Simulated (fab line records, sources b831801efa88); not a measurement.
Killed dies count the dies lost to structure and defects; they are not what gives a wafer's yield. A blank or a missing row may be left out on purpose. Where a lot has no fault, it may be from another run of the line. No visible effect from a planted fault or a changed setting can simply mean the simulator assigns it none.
What tool caused it?    flow sky130    12 lots, 36 wafers sampled, at 5 steps of a route of 708

WHAT THE GAUGES READ, wafer by wafer
SKY_VIA1_RS_MEAS_22: the measuring method here is four-point-probe. Usual: VIA1_W_RS 0.428 ohm/sq, standard deviation 0.0041.
lot   measured      on            VIA1_W_RS (ohm/sq)  flag
L121  day 34 20:17  filmMetro-01  0.429 0.429 0.423   
L122  day 35 06:26  filmMetro-01  0.420 0.425 0.420   
L123  day 35 21:14  filmMetro-04  0.431 0.427 0.429   
L131  day 38 05:23  filmMetro-04  0.422 0.428 0.426   
L132  day 38 10:52  filmMetro-03  0.426 0.424 0.424   
L135  day 39 02:02  filmMetro-01  0.434 0.430 0.433   
L136  day 39 09:11  filmMetro-01  0.427 0.428 0.428   
L137  day 39 21:48  filmMetro-04  0.426 0.422 0.429   
L138  day 40 00:46  filmMetro-03  0.432 0.435 0.426   
L139  day 40 08:34  filmMetro-03  0.435 0.426 0.429   
L141  day 40 20:05  filmMetro-01  0.429 0.435 0.427   
L142  day 41 02:05  filmMetro-01  0.431 0.438 0.428   

SKY_VIA1_THK_MEAS_23: measures by xrf. Usual: VIA1_W_THK 263.5 nm, standard deviation 2.8.
lot   measured      on            VIA1_W_THK (nm)    flag
L121  day 34 20:23  filmMetro-01  262.3 263.1 264.6  
L122  day 35 06:34  filmMetro-01  267.6 264.5 267.3  
L123  day 35 21:20  filmMetro-04  260.9 263.5 261.9  
L131  day 38 05:31  filmMetro-04  268.0 262.8 263.6  
L132  day 38 10:59  filmMetro-03  261.9 263.0 262.7  
L135  day 39 02:09  filmMetro-01  261.6 264.3 262.2  
L136  day 39 09:17  filmMetro-01  265.4 264.7 264.3  
L137  day 39 21:55  filmMetro-04  264.8 266.5 262.5  
L138  day 40 00:53  filmMetro-03  259.4 254.8 260.5  
L139  day 40 08:41  filmMetro-03  255.9 259.3 259.4  
L141  day 40 20:12  filmMetro-01  263.3 260.9 264.5  
L142  day 41 02:10  filmMetro-01  264.0 260.8 265.3  

SKY_METAL2_RS_MEAS_05: the measuring method here is four-point-probe. Usual: METAL2_ALCU_RS 0.1270 ohm/sq, standard deviation 0.0013.
lot   measured      on            METAL2_ALCU_RS (ohm/sq)  flag
L121  day 34 20:56  filmMetro-04  0.1273 0.1261 0.1261     
L122  day 35 07:04  filmMetro-02  0.1275 0.1273 0.1260     
L123  day 35 21:52  filmMetro-04  0.1252 0.1268 0.1271     
L131  day 38 06:01  filmMetro-03  0.1261 0.1261 0.1257     
L132  day 38 11:35  filmMetro-03  0.1277 0.1293 0.1276     
L135  day 39 02:39  filmMetro-03  0.1264 0.1259 0.1267     
L136  day 39 09:48  filmMetro-04  0.1279 0.1263 0.1272     
L137  day 39 22:25  filmMetro-03  0.1293 0.1297 0.1279     
L138  day 40 01:23  filmMetro-04  0.1264 0.1268 0.1254     
L139  day 40 09:11  filmMetro-04  0.1274 0.1281 0.1279     
L141  day 40 20:42  filmMetro-04  0.1262 0.1275 0.1282     
L142  day 41 02:42  filmMetro-03  0.1271 0.1285 0.1288     

SKY_VIA2_THK_MEAS_01. Usual: VIA2_HDPCVD_THK 1177 nm, standard deviation 10.
lot   measured      on            VIA2_HDPCVD_THK (nm)           flag
L121  day 36 00:24  filmMetro-04  1565 1154 1565 1564 1155 1567  OFF
L122  day 36 10:45  filmMetro-02  1164 1153 1167                 
L123  day 37 01:14  filmMetro-02  1576 1193 1571 1576 1192 1572  OFF
L131  day 39 08:08  filmMetro-04  1167 1177 1174                 
L132  day 39 14:01  filmMetro-01  1161 1170 1185                 
L135  day 40 04:45  filmMetro-01  1175 1166 1179                 
L136  day 40 11:37  filmMetro-01  1177 1172 1190                 
L137  day 41 00:13  filmMetro-04  1173 1159 1178                 
L138  day 41 03:31  filmMetro-01  1175 1175 1164                 
L139  day 41 11:27  filmMetro-01  1171 1181 1176                 
L141  day 41 23:01  filmMetro-02  1196 1184 1191                 
L142  day 42 04:07  filmMetro-04  1183 1193 1185                 

TOOL THAT RAN EACH LOT (tool first, then ch and the chambers of the sampled wafers, then the start)
lot   SKY_VIA2_HDPCVD_00
L121  hdpcvd-01 ch 0,2, day 36 00:15
L122  hdpcvd-02 ch 0,2, day 36 10:37
L123  hdpcvd-01 ch 0,2, day 37 01:05
L131  hdpcvd-02 ch 1,2, day 39 08:00
L132  hdpcvd-02 ch 0,1,2, day 39 13:53
L135  hdpcvd-01 ch 0,1, day 40 04:37
L136  hdpcvd-02 ch 0,1,2, day 40 11:29
L137  hdpcvd-01 ch 0,1,2, day 41 00:05
L138  hdpcvd-01 ch 0,1,2, day 41 03:23
L139  hdpcvd-01 ch 0,1,2, day 41 11:19
L141  hdpcvd-01 ch 0,1,2, day 41 22:53
L142  hdpcvd-01 ch 0,1,2, day 42 04:02
- SKY_VIA2_HDPCVD_00: deposits SiO2, target thk 1180 nm, time 196.7 s.

AS READ BY THE TOOLS THEMSELVES (means over the sampled wafers that have a number; for cases with no such wafer, the mark the record gives instead)
SKY_VIA2_HDPCVD_00. Usual: runLengthS at 224.6 s, with a standard deviation of 0.49.
lot   tool       runLengthS (s)  flag
L121  hdpcvd-01  267.9           OFF
L122  hdpcvd-02  224.9           
L123  hdpcvd-01  268.1           OFF
L131  hdpcvd-02  224.2           
L132  hdpcvd-02  224.7           
L135  hdpcvd-01  224.6           
L136  hdpcvd-02  224.6           
L137  hdpcvd-01  224.5           
L138  hdpcvd-01  224.5           
L139  hdpcvd-01  225.0           
L141  hdpcvd-01  224.7           
L142  hdpcvd-01  224.5           

THE ANSWER, worked out from the rows above alone
Rule: a lot is off if the mean of its wafers that have a number lies more than 3 standard deviations from the usual mean. Also off: a lot with no number at a reading for which 4 or more lots have one. Any other lot the step has rows for is counted as sound. First the gauges in route order, then the tools' own readings, where a lot's mean is used as printed above. The first step at which some lot is off is used, and at that step the reading that is off furthest; a lot without a number counts as furthest.
Off: L121, L123, at SKY_VIA2_THK_MEAS_01 (VIA2_HDPCVD_THK).
If a tool, at a process step before that reading, ran all the lots that are off and no sound lot after the first of them, it fits. The gauges at SKY_VIA2_THK_MEAS_01 aren't tried: what is off there is off at SKY_VIA2_HDPCVD_00 too, on other tools, and a gauge's error can't cause that. Not one of the candidates tried fits.

WHAT THE SIMULATOR HAD INSERTED
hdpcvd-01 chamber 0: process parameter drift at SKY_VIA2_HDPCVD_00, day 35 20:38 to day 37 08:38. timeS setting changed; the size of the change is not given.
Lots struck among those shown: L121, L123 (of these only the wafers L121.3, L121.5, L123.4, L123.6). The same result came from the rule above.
